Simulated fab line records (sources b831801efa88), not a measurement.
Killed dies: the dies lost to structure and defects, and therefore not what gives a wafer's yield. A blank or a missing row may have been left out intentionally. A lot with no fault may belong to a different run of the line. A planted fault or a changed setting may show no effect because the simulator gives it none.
Code-filled problem report in 8D (eight disciplines) form | flow gf180mcu | the parts of the form that need people (team, actions taken, sign-off) are left out

== 1. WHAT WENT WRONG ==
Mean of run-length-s at GF_VT_IMPLANT_SOFTBAKE_14: 102.78 s across 6 wafers in 2 lots; on wafers with no fault it is 89.34 s (standard deviation 0.23). Relative to the usual mean, that is a shift of +58 standard deviations.
The step: time 60 s.
Earliest sighting: wafer L536.2 on litho-track-03 at day 10 07:37. The record has a number at this step for 42 wafers belonging to 14 lots. By rule, "out" or "out of limits" means more than 4 standard deviations away from the usual mean. The rest of the wafers with a number are treated as sound.

== 2. WHAT IT IS; WHAT IT IS NOT ==
question                    | is                     | is not
which readings at this step | run-length-s           | plate-temp-C
which lots                  | L536, L537             | L520, L521, L524, L525, L526, L529, L530, L531, L539, L540, L541, L543
which wafers of those lots  | all that have a number | -
read on which tools         | litho-track-03         | litho-track-01, litho-track-04
when                        | from day 10 07:37      | up to then (24 sound wafers); but 12 sound wafers of L539, L540, L541, L543 came after

== 3. SUSPECTS, AND WHAT RULES EACH OUT ==
Counting: a tool at a process step up to the reading stays a suspect if it ran every lot that is out and no sound lot after the first of them.
- litho-track-03 at GF_VT_IMPLANT_SOFTBAKE_14 (time 60 s): kept. All lots that are out passed through it, beginning with L536 at day 10 07:37, and no sound lot followed; its final sound lot before that point was L530 at day 9 00:16. Out on those wafers are its own readings of run-length-s.
After counting, what remains is litho-track-03 at GF_VT_IMPLANT_SOFTBAKE_14.

== 4. THE CAUSE (what the simulator had put in) ==
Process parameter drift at GF_VT_IMPLANT_SOFTBAKE_14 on litho-track-03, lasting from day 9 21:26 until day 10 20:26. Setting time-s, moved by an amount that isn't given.
After counting, this tool was the only one left.

== 5. THE EFFECT CHAIN, in route order ==
Each row: a reading where the mean over the struck wafers with a number is more than 3 standard deviations away from the usual. Scope: only readings with a usual standard deviation given in the record; hours: median across lots of the time from each lot's start at the first step in this table that gives one to its start at this step; sigmas: change in usual standard deviations.
hours | step                      | reading      | usual   | on struck wafers | change | sigmas
0     | GF_VT_IMPLANT_SOFTBAKE_14 | run-length-s | 89.34 s | 102.78           | +13.44 | +58
The process steps in it:
- GF_VT_IMPLANT_SOFTBAKE_14: time 60 s.
Later steps that measure or inspect, where all struck wafers having a row at the step show a number for every such reading and not one has moved that far: GF_POLY_GATE_OVL_MEAS_11.

== 6. WHAT WOULD HAVE CAUGHT IT SOONER ==
First out-of-limits reading in this record: day 10 07:37, which is 10 hours after fault onset at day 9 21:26.
